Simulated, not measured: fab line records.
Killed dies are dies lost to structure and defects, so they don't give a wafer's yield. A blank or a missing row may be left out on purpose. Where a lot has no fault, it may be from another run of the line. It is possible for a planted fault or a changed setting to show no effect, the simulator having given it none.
Code-filled problem report in 8D (eight disciplines) form    flow gf180mcu    the parts of the form that need people (team, actions taken, sign-off) are left out

## 1. WHAT IS WRONG
Wafers free of any fault read 1061 (standard deviation 16) for HV_LDD_2_TW at GF_HV_LDD_TW_MEAS_23, against a mean of 923 on 9 wafers of 3 lots. Relative to the usual mean, that is a shift of -8.6 standard deviations.
The first sign was on wafer L599.1 at day 16 12:17, on filmMetro-02. The record holds 42 wafers of 14 lots with a number at this step. By rule, "out" or "out of limits" means more than 4 standard deviations away from the usual mean. The rest of the wafers with a number are treated as sound.

## 2. WHAT IT IS, AND WHAT IT ISN'T
question                     is                      is not
which readings at this step  HV_LDD_2_TW             -
which lots                   L599, L600, L601        L581, L582, L584, L585, L587, L588, L589, L592, L595, L596, L602
which wafers of those lots   all that have a number  -
read on which gauges         filmMetro-02            filmMetro-03, filmMetro-04
when                         from day 16 12:17       up to then (30 sound wafers); but 3 sound wafers of L602 came after

## 3. WHAT RULES OUT EACH SUSPECT
Counting: any tool at a process step up to the reading is kept as a suspect provided that every lot that is out went through it and no sound lot did after the first of them.
- the gauge at GF_HV_LDD_TW_MEAS_23 has been ruled out. All the wafers that are out were read on filmMetro-02, but those of them that GF_HV_LDD_IMPLANT_21 has rows for are out there too, on other tools.
- implanter-02 at GF_HV_LDD_IMPLANT_21: kept. It processed each lot that is out, first L599 at day 16 12:02, and no sound lot thereafter; up to then, the last sound lot it processed was L596 at day 15 12:35. Its own doseIonsCm2, faradayCurrentUA readings are out on those wafers.
The count leaves implanter-02 at GF_HV_LDD_IMPLANT_21.

## 4. THE CAUSE (what the simulator had put in)
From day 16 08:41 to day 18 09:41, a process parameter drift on implanter-02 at GF_HV_LDD_IMPLANT_21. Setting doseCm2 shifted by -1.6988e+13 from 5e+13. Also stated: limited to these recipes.
Counting left only this tool.

## 5. THE EFFECT CHAIN, in route order
Each row: a reading where the mean over the struck wafers with a number is more than 3 standard deviations away from the usual. Only readings for which the record gives a usual standard deviation are gone through. hours: the time from each lot's start at the first step in this table that gives one to its start at this step, as a median over the lots. sigmas: the change in usual standard deviations.
hours  step                  reading           usual      on struck wafers  change      sigmas
0      GF_HV_LDD_IMPLANT_21  doseIonsCm2       4.998e+13  3.297e+13         -1.701e+13  -99 or more
0      GF_HV_LDD_IMPLANT_21  faradayCurrentUA  282        185               -97         -18
0      GF_HV_LDD_TW_MEAS_23  HV_LDD_2_TW       1061       923               -138        -8.6
The process steps in it:
- GF_HV_LDD_IMPLANT_21

## 6. HOW IT WOULD HAVE BEEN CAUGHT EARLIER
In this record the first reading out of limits at a measuring or inspecting step was taken at day 16 12:17, 4 hours after the fault began at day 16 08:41.
At GF_HV_LDD_IMPLANT_21, the tool's own readings (doseIonsCm2, faradayCurrentUA) were out on each struck wafer the step has a row for, so an alarm limit on them would have fired on the first such wafer.
Of the lots that are out (3), L600, L601 began GF_HV_LDD_IMPLANT_21 on implanter-02 after day 16 12:17. A hold on the tool at that time would have spared those 2.
